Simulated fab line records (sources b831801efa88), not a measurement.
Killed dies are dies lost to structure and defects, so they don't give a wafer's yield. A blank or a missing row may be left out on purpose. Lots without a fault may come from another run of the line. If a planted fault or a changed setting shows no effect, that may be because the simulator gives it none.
Which tool did it? | flow gf180mcu | 6 lots with 18 wafers sampled at 2 steps, on a route of 602 steps

## WHAT THE GAUGES READ, wafer by wafer
GF_HV_LDD_TW_MEAS_11.
lot  | measured     | on            | HV_LDD_TW
L535 | day 10 13:10 | film-metro-04 | 2401 2394 2397
L537 | day 11 14:10 | film-metro-04 | 2391 2393 2397
L540 | day 12 05:08 | film-metro-02 | 1229 1248 1236
L545 | day 13 15:25 | film-metro-04 | 2392 2398 2384
L548 | day 14 17:09 | film-metro-02 | 2371 2369 2363
L551 | day 15 11:28 | film-metro-01 | 2431 2446 2427

## WHICH TOOL RAN EACH LOT (tool, then ch and the chambers of the sampled wafers, then the start)
lot  | GF_HV_LDD_IMPLANT_09
L535 | implanter-01 ch 0, day 10 12:57
L537 | implanter-01 ch 0, day 11 13:56
L540 | implanter-01 ch 0, day 12 04:53
L545 | implanter-04 ch 0, day 13 15:12
L548 | implanter-01 ch 0, day 14 16:54
L551 | implanter-02 ch 0, day 15 11:15
- GF_HV_LDD_IMPLANT_09

## THE ANSWER, worked out from the rows above alone
Rule: what is usual is taken from the lots themselves. The widest of any qualifying gaps counts: lots, ordered by their means at a reading, are off when they make up no more than a third of the lots, leave a main group of 4 or more, and stand apart from it by 3 or more times the standard deviation of that group's means. The tables above print the reading to a certain number of digits; a main group whose means all agree to those digits is not used. Also off: a lot with no number at a reading for which 4 or more lots have one. Where the step has rows for the other lots, those lots are counted as sound.
Off: at GF_HV_LDD_TW_MEAS_11 (HV_LDD_TW), L540. Mean 2397 and standard deviation 22 in the main group.
A tool fits if, at a process step before that reading, it ran every lot that is off, and no sound lot after the first of them. The gauges at GF_HV_LDD_TW_MEAS_11 are tried like those tools. Of those tried, none fits.

## WHAT HAD BEEN PUT IN BY THE SIMULATOR
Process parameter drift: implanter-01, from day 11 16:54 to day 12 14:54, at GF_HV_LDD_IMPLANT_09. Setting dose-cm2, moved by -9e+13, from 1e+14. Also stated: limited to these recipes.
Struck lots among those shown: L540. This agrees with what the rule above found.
